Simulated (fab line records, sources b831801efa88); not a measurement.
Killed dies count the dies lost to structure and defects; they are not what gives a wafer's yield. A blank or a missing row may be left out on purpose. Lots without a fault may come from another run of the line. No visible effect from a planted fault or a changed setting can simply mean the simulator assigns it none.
Matching of chambers    flow gf180mcu    GF_POLY_GATE_ETCH_13 on rie si-01: 4 sister chambers
The step etches poly-Si in HBr/Cl2, stops on SiO2, target depth 198.5 nm, time 69.6 s. 16 wafers are shown with their chamber, then 8 later ones without.

## EACH WAFER AND ITS CHAMBER
wafer   chamber  drypump motor current A (A)  run length s (s)  oes product au (a.u.)
L695.2  3        6.0                          97.6              0.997
L695.3  0        6.4                          98.8              1.002
L695.4  2        5.3                          97.6              0.993
L697.1  3        5.9                          97.5              0.985
L697.3  0        6.4                          98.6              0.987
L697.5  2        5.3                          97.9              0.990
L707.2  3        5.9                          98.0              0.992
L707.3  1        5.2                          98.1              0.992
L707.6  3        6.0                          98.1              0.994
L708.4  1        5.2                          97.9              0.987
L708.5  0        6.4                          98.5              1.001
L708.6  1        5.2                          98.0              0.980
L709.2  3        5.9                          97.9              0.986
L709.4  2        5.3                          97.6              1.003
L709.5  2        5.3                          98.2              0.995
L710.2  1        5.2                          98.3              0.985

SIGNATURES, as means of the wafers listed above
reading                  chamber 0  chamber 1  chamber 2  chamber 3  scatter within a chamber
drypump motor current A  6.400      5.200      5.300      5.940      0.0316
run length s             98.633     98.075     97.825     97.820     0.233
oes product au           0.99667    0.98600    0.99525    0.99080    0.00588
Rule: for a wafer and a chamber, the distance is found by dividing, reading by reading, the gap between the wafer's reading and the chamber's mean by the reading's scatter, squaring, summing and taking the root. The wafer belongs to the nearest chamber; if the next one is less than 2 further off, it can't be placed. The scatter: take each reading less its chamber's mean, square it, sum over the shown wafers, divide by the number of wafers less the number of chambers, and take the root.

## WAFERS WITHOUT THEIR CHAMBER
wafer   drypump motor current A (A)  run length s (s)  oes product au (a.u.)
L710.4  5.3                          98.1              1.004
L710.5  5.2                          98.2              0.988
L715.1  6.0                          98.0              0.994
L715.2  5.3                          98.0              0.996
L715.6  5.2                          98.6              0.994
L717.1  5.3                          98.0              0.996
L717.2  5.2                          98.4              0.993
L717.3  5.9                          98.0              0.991

## WHICH CHAMBER EACH WENT THROUGH
wafer   from the rows above      in truth
L710.4  2                        2
L710.5  1                        1
L715.1  3                        3
L715.2  2                        2
L715.6  can't be placed: 1 or 2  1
L717.1  2                        2
L717.2  1                        1
L717.3  3                        3
Correct placement for 7 of the 8. Cannot be placed on the basis of these rows: 1; the candidates contain the true chamber in 1. Number placed wrongly: 0.
